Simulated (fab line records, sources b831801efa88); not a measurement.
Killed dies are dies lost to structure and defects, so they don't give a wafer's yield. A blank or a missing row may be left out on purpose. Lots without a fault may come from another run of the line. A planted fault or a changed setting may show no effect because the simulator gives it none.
Which tool did it? | flow sky130 | 24 lots, 72 wafers sampled, at 6 steps of a route of 708

WHAT THE GAUGES READ, wafer by wafer
SKY_NWELL_THK_MEAS_02. Usual: NWELL_OXIDATION_THK 10.03 nm, standard deviation 0.19.
lot  | measured    | on            | NWELL_OXIDATION_THK (nm) | flag
L074 | day 2 14:22 | film_metro-04 | 10.09 10.37 10.42        |
L075 | day 2 19:35 | film_metro-01 | 9.99 10.08 9.98          |
L076 | day 2 23:53 | film_metro-02 | 10.21 10.13 10.25        |
L077 | day 3 05:06 | film_metro-01 | 10.18 10.08 10.18        |
L078 | day 3 08:14 | film_metro-04 | 9.78 10.06 9.88          |
L079 | day 3 15:03 | film_metro-01 | 10.22 10.05 10.00        |
L080 | day 3 21:43 | film_metro-02 | 10.14 10.04 10.13        |
L081 | day 4 01:03 | film_metro-01 | 10.08 9.85 9.79          |
L082 | day 4 04:09 | film_metro-02 | 9.83 9.97 9.78           |
L083 | day 4 11:52 | film_metro-02 | 10.22 10.21 10.16        |
L084 | day 4 16:13 | film_metro-04 | 10.36 10.35 10.42        |
L085 | day 4 21:57 | film_metro-01 | 9.71 9.98 9.87           |
L086 | day 5 02:02 | film_metro-04 | 10.06 9.99 10.20         |
L087 | day 5 07:08 | film_metro-04 | 10.01 10.02 10.18        |
L088 | day 5 12:49 | film_metro-01 | 9.99 10.19 10.00         |
L089 | day 5 17:53 | film_metro-04 | 10.20 10.02 9.91         |
L090 | day 6 01:08 | film_metro-04 | 9.96 10.17 9.86          |
L091 | day 6 06:22 | film_metro-01 | 9.76 9.84 9.88           |
L092 | day 6 13:02 | film_metro-01 | 9.99 9.96 9.91           |
L093 | day 6 16:48 | film_metro-01 | 9.93 10.10 10.06         |
L094 | day 6 20:31 | film_metro-02 | 9.72 9.82 9.63           |
L095 | day 7 00:26 | film_metro-01 | 10.41 10.40 10.50        |
L096 | day 7 09:19 | film_metro-04 | 9.75 9.73 9.83           |
L097 | day 7 15:03 | film_metro-04 | 9.78 9.77 9.86           |

SKY_DNWELL_TW_MEAS_09. Usual: DNWELL_TW 1106, standard deviation 11.
lot  | measured    | on            | DNWELL_TW      | flag
L074 | day 3 05:55 | film_metro-04 | 1122 1130 1131 |
L075 | day 3 11:42 | film_metro-02 | 1107 1102 1113 |
L076 | day 3 16:48 | film_metro-02 | 1109 1115 1105 |
L077 | day 3 21:33 | film_metro-01 | 1100 1100 1096 |
L078 | day 4 01:22 | film_metro-02 | 1101 1098 1104 |
L079 | day 4 07:44 | film_metro-04 | 1119 1104 1111 |
L080 | day 4 14:44 | film_metro-02 | 1105 1107 1106 |
L081 | day 4 17:44 | film_metro-04 | 1116 1114 1111 |
L082 | day 4 21:26 | film_metro-01 | 1091 1097 1091 |
L083 | day 5 05:24 | film_metro-02 | 1105 1106 1111 |
L084 | day 5 10:01 | film_metro-02 | 1106 1103 1110 |
L085 | day 5 16:01 | film_metro-04 | 1117 1113 1121 |
L086 | day 5 19:57 | film_metro-01 | 1092 1100 1090 |
L087 | day 6 01:40 | film_metro-04 | 1119 1117 1124 |
L088 | day 6 07:03 | film_metro-01 | 1092 1089 1094 |
L089 | day 6 11:49 | film_metro-02 | 1101 1110 1104 |
L090 | day 6 20:37 | film_metro-04 | 1122 1120 1127 |
L091 | day 7 01:28 | film_metro-02 | 1118 1114 1109 |
L092 | day 7 09:04 | film_metro-02 | 1114 1112 1107 |
L093 | day 7 12:48 | film_metro-01 | 1090 1086 1087 |
L094 | day 7 16:19 | film_metro-01 | 1091 1096 1090 |
L095 | day 7 20:12 | film_metro-01 | 1093 1082 1093 |
L096 | day 8 05:22 | film_metro-02 | 1104 1107 1102 |
L097 | day 8 11:39 | film_metro-02 | 1102 1099 1105 |

SKY_VT_ADJUST_NCORE_TW_MEAS_11. Usual: VT_ADJUST_NCORE_TW 217.9, standard deviation 1.7.
lot  | measured     | on            | VT_ADJUST_NCORE_TW | flag
L074 | day 8 15:31  | film_metro-04 | 219.4 218.5 219.7  |
L075 | day 9 00:32  | film_metro-04 | 219.1 219.4 218.6  |
L076 | day 9 08:21  | film_metro-04 | 219.7 219.1 218.3  |
L077 | day 9 12:26  | film_metro-01 | 215.7 217.4 216.0  |
L078 | day 9 19:41  | film_metro-04 | 219.5 218.7 219.4  |
L079 | day 10 02:07 | film_metro-01 | 216.2 216.2 216.2  |
L080 | day 10 09:45 | film_metro-04 | 219.6 219.3 218.9  |
L081 | day 10 15:01 | film_metro-01 | 214.4 216.7 217.0  |
L082 | day 10 19:19 | film_metro-03 | 218.3 217.3 218.7  |
L083 | day 11 14:59 | film_metro-01 | 216.9 217.6 217.0  |
L084 | day 11 09:54 | film_metro-03 | 218.1 220.3 219.2  |
L085 | day 11 17:52 | film_metro-01 | 218.0 217.8 218.6  |
L086 | day 12 00:36 | film_metro-04 | 219.8 220.8 218.3  |
L087 | day 12 09:37 | film_metro-01 | 217.9 217.4 217.2  |
L088 | day 12 15:33 | film_metro-03 | 218.7 217.3 218.6  |
L089 | day 12 22:16 | film_metro-01 | 216.1 215.6 215.7  |
L090 | day 13 07:19 | film_metro-01 | 215.8 214.6 214.6  |
L091 | day 13 13:13 | film_metro-01 | 216.6 216.1 216.7  |
L092 | day 13 20:46 | film_metro-01 | 216.7 214.9 215.9  |
L093 | day 14 02:24 | film_metro-01 | 214.2 214.6 215.2  |
L094 | day 14 04:53 | film_metro-04 | 219.7 220.4 220.6  |
L095 | day 14 13:35 | film_metro-03 | 218.9 219.1 218.5  |
L096 | day 15 02:46 | film_metro-03 | 220.4 220.1 220.2  |
L097 | day 15 06:45 | film_metro-03 | 219.7 219.8 219.3  |

SKY_SONOS_ONO_THK_MEAS_05. Usual: SONOS_ONO_CVD_04_THK 5.67 nm, standard deviation 0.1.
lot  | measured     | on            | SONOS_ONO_CVD_04_THK (nm) | flag
L074 | day 11 13:26 | film_metro-03 | 5.66 5.57 5.72            |
L075 | day 12 03:18 | film_metro-01 | 5.63 5.63 5.64            |
L076 | day 13 14:16 | film_metro-01 | 5.62 5.64 5.73            |
L077 | day 13 14:16 | film_metro-03 | 5.69 5.73 5.81            |
L078 | day 13 14:16 | film_metro-04 | 5.59 5.44 5.55            |
L079 | day 13 15:32 | film_metro-01 | 5.95 5.85 5.88            |
L080 | day 13 15:32 | film_metro-04 | 5.55 5.75 5.72            |
L081 | day 13 21:28 | film_metro-01 | 5.45 5.59 5.67            |
L082 | day 13 21:30 | film_metro-04 | 5.59 5.71 5.72            |
L083 | day 14 20:05 | film_metro-03 | 5.79 5.65 5.73            |
L084 | day 14 15:52 | film_metro-04 | 5.51 5.50 5.63            |
L085 | day 15 03:23 | film_metro-03 | 5.64 5.78 5.78            |
L086 | day 15 07:06 | film_metro-04 | 5.62 5.73 5.78            |
L087 | day 15 17:12 | film_metro-03 | 5.88 5.81 5.89            |
L088 | day 15 23:52 | film_metro-03 | 5.70 5.72 5.76            |
L089 | day 16 07:23 | film_metro-03 | 5.55 5.52 5.63            |
L090 | day 16 17:10 | film_metro-04 | 5.75 5.67 5.59            |
L091 | day 17 02:04 | film_metro-04 | 5.58 5.69 5.71            |
L092 | day 17 12:27 | film_metro-01 | 5.71 5.73 5.68            |
L093 | day 17 23:32 | film_metro-03 | 5.58 5.66 5.45            |
L094 | day 18 01:47 | film_metro-04 | 5.60 5.62 5.63            |
L095 | day 18 07:50 | film_metro-03 | 5.73 5.71 5.57            |
L096 | day 18 23:02 | film_metro-03 | 5.63 5.53 5.51            |
L097 | day 19 02:10 | film_metro-01 | 5.66 5.89 5.87            |

WHICH TOOL RAN EACH LOT (tool, then ch and the chambers of the sampled wafers, then the start)
lot  | SKY_FIELD_ISO_ETCH_17           | SKY_VT_ADJUST_HVTP_STRIP_10
L074 | rie_si-01 ch 0,1,3, day 2 05:22 | plasma_asher-04 ch 0,1, day 6 03:58
L075 | rie_si-02 ch 1,3, day 2 11:08   | plasma_asher-04 ch 0,1, day 6 11:30
L076 | rie_si-01 ch 0,3, day 2 14:56   | plasma_asher-03 ch 0,1, day 6 17:11
L077 | rie_si-02 ch 1,3, day 2 22:34   | plasma_asher-04 ch 0, day 6 22:50
L078 | rie_si-02 ch 2,3, day 3 01:49   | plasma_asher-04 ch 0,1, day 7 04:12
L079 | rie_si-01 ch 0,3, day 3 07:58   | plasma_asher-03 ch 0,1, day 7 10:33
L080 | rie_si-01 ch 2,3, day 3 14:31   | plasma_asher-02 ch 0,1, day 7 18:08
L081 | rie_si-02 ch 0,1, day 3 18:38   | plasma_asher-04 ch 0,1, day 7 22:44
L082 | rie_si-01 ch 1,2,3, day 3 22:37 | plasma_asher-04 ch 0,1, day 8 03:32
L083 | rie_si-01 ch 1,2,3, day 4 03:31 | plasma_asher-02 ch 0,1, day 8 20:44
L084 | rie_si-01 ch 0,2,3, day 4 08:04 | plasma_asher-02 ch 0,1, day 8 15:47
L085 | rie_si-02 ch 0,1,2, day 4 14:05 | plasma_asher-03 ch 0,1, day 8 23:34
L086 | rie_si-02 ch 0,1,3, day 4 18:37 | plasma_asher-03 ch 0,1, day 9 04:44
L087 | rie_si-01 ch 1,3, day 5 00:13   | plasma_asher-03 ch 0,1, day 9 12:02
L088 | rie_si-01 ch 1,2,3, day 5 04:49 | plasma_asher-03 ch 0,1, day 9 17:53
L089 | rie_si-01 ch 1,2,3, day 5 11:52 | plasma_asher-02 ch 0,1, day 9 23:53
L090 | rie_si-02 ch 0,1,3, day 5 18:04 | plasma_asher-04 ch 0, day 10 08:59
L091 | rie_si-02 ch 2,3, day 5 21:25   | plasma_asher-03 ch 0,1, day 10 14:43
L092 | rie_si-02 ch 0,1,2, day 6 03:34 | plasma_asher-04 ch 0,1, day 10 22:42
L093 | rie_si-02 ch 2,3, day 6 08:58   | plasma_asher-04 ch 0,1, day 11 03:24
L094 | rie_si-01 ch 0,1,3, day 6 13:43 | plasma_asher-02 ch 0,1, day 11 06:08
L095 | rie_si-02 ch 0,1,2, day 6 18:53 | plasma_asher-02 ch 0,1, day 11 12:20
L096 | rie_si-01 ch 1,2, day 7 00:28   | plasma_asher-03 ch 0,1, day 12 00:35
L097 | rie_si-02 ch 0,3, day 7 06:01   | plasma_asher-04 ch 0,1, day 12 05:20
- SKY_FIELD_ISO_ETCH_17: etches Si in HBr/Cl2/O2, target depth 342 nm, time 97.7 s.
- SKY_VT_ADJUST_HVTP_STRIP_10: strips in O2/N2.

WHAT THE TOOLS THEMSELVES READ (means of the sampled wafers that have a number; where no wafer has one, the mark that the record gives instead)
SKY_FIELD_ISO_ETCH_17. Usual: bias_w 150.0 W, standard deviation 0.41; drypump_motor_current_A 5.6 A, standard deviation 0.5; he_backside_leak_sccm 2.71 sccm, standard deviation 0.16; oes_product_au 0.997 a.u., standard deviation 0.0089; throttle_valve_pct 25.658 %, standard deviation 0.0099.
lot  | tool      | bias_w (W) | drypump_motor_current_A (A) | he_backside_leak_sccm (sccm) | oes_product_au (a.u.) | throttle_valve_pct (%) | flag
L074 | rie_si-01 | 150.2      | 6.0                         | 2.77                         | 0.998                 | 25.663                 |
L075 | rie_si-02 | 150.4      | 5.6                         | 2.79                         | 0.986                 | 25.660                 |
L076 | rie_si-01 | 150.0      | 6.1                         | 2.80                         | 1.001                 | 25.660                 |
L077 | rie_si-02 | 150.0      | 5.7                         | 2.73                         | 0.988                 | 25.663                 |
L078 | rie_si-02 | 150.4      | 5.5                         | 2.76                         | 0.998                 | 25.664                 |
L079 | rie_si-01 | 150.1      | 6.3                         | 2.69                         | 0.999                 | 25.665                 |
L080 | rie_si-01 | 150.1      | 5.4                         | 2.81                         | 1.000                 | 25.658                 |
L081 | rie_si-02 | 150.6      | 5.3                         | 2.54                         | 1.005                 | 25.655                 |
L082 | rie_si-01 | 149.9      | 5.7                         | 2.80                         | 1.005                 | 25.657                 |
L083 | rie_si-01 | 149.6      | 5.7                         | 2.82                         | 1.004                 | 25.641                 |
L084 | rie_si-01 | 149.9      | 5.8                         | 2.75                         | 0.990                 | 25.663                 |
L085 | rie_si-02 | 149.8      | 5.5                         | 2.57                         | 0.993                 | 25.659                 |
L086 | rie_si-02 | 150.2      | 5.5                         | 2.75                         | 0.997                 | 25.663                 |
L087 | rie_si-01 | 150.1      | 6.0                         | 2.77                         | 1.000                 | 25.659                 |
L088 | rie_si-01 | 149.2      | 5.7                         | 2.85                         | 1.003                 | 25.654                 |
L089 | rie_si-01 | 150.0      | 5.7                         | 2.76                         | 0.998                 | 25.659                 |
L090 | rie_si-02 | 149.6      | 5.5                         | 2.79                         | 0.993                 | 25.660                 |
L091 | rie_si-02 | 149.9      | 5.6                         | 2.61                         | 0.990                 | 25.658                 |
L092 | rie_si-02 | 150.1      | 5.5                         | 2.57                         | 0.998                 | 25.647                 |
L093 | rie_si-02 | 149.9      | 5.6                         | 2.54                         | 0.993                 | 25.657                 |
L094 | rie_si-01 | 150.0      | 6.0                         | 2.81                         | 1.003                 | 25.652                 |
L095 | rie_si-02 | 150.1      | 5.5                         | 2.48                         | 0.993                 | 25.664                 |
L096 | rie_si-01 | 149.6      | 5.4                         | 2.71                         | 0.996                 | 25.657                 |
L097 | rie_si-02 | 150.3      | 5.3                         | 2.92                         | 0.995                 | 25.653                 |

SKY_VT_ADJUST_HVTP_STRIP_10. Usual: drypump_motor_current_A 5.9 A, standard deviation 0.44; oes_product_au 0.716 a.u., standard deviation 0.0048; strip_time_to_endpoint_s 14.18 s, standard deviation 0.03.
lot  | tool            | drypump_motor_current_A (A) | oes_product_au (a.u.) | strip_time_to_endpoint_s (s) | flag
L074 | plasma_asher-04 | 6.0                         | 0.713                 | 14.16                        |
L075 | plasma_asher-04 | 6.0                         | 0.716                 | 14.14                        |
L076 | plasma_asher-03 | 6.1                         | 0.713                 | 14.17                        |
L077 | plasma_asher-04 | 6.0                         | 0.720                 | 14.17                        |
L078 | plasma_asher-04 | 6.0                         | 0.717                 | 14.18                        |
L079 | plasma_asher-03 | 6.3                         | 0.713                 | 14.23                        |
L080 | plasma_asher-02 | 5.1                         | 0.719                 | 14.22                        |
L081 | plasma_asher-04 | 6.0                         | 0.715                 | 14.17                        |
L082 | plasma_asher-04 | 6.0                         | 0.717                 | 14.19                        |
L083 | plasma_asher-02 | 5.2                         | 0.714                 | 14.20                        |
L084 | plasma_asher-02 | 5.1                         | 0.714                 | 14.17                        |
L085 | plasma_asher-03 | 6.3                         | 0.714                 | 14.15                        |
L086 | plasma_asher-03 | 6.1                         | 0.717                 | 14.19                        |
L087 | plasma_asher-03 | 6.0                         | 0.718                 | 14.14                        |
L088 | plasma_asher-03 | 6.1                         | 0.719                 | 14.18                        |
L089 | plasma_asher-02 | 5.2                         | 0.716                 | 14.18                        |
L090 | plasma_asher-04 | 6.0                         | 0.716                 | 14.17                        |
L091 | plasma_asher-03 | 6.3                         | 0.720                 | 14.18                        |
L092 | plasma_asher-04 | 6.0                         | 0.711                 | 14.16                        |
L093 | plasma_asher-04 | 6.0                         | 0.715                 | 14.21                        |
L094 | plasma_asher-02 | 5.2                         | 0.716                 | 14.20                        |
L095 | plasma_asher-02 | 5.2                         | 0.718                 | 14.19                        |
L096 | plasma_asher-03 | 6.1                         | 0.713                 | 14.17                        |
L097 | plasma_asher-04 | 6.0                         | 0.716                 | 14.19                        |

THE ANSWER, worked out from the rows above alone
Rule: a lot is off if the mean of its wafers that have a number lies more than 3 standard deviations from the usual mean. A lot without any number at a reading at which 4 lots or more have one is off too. The other lots that the step has rows for count as sound. The gauges are gone through in route order, then the tools' own readings, and for those a lot's mean is taken as printed above. The first step at which some lot is off is used, and at that step the reading that is off furthest; a lot without a number counts as furthest.
No lot is off at any reading shown: from this, nothing can be told.

WHAT THE SIMULATOR HAD PUT IN
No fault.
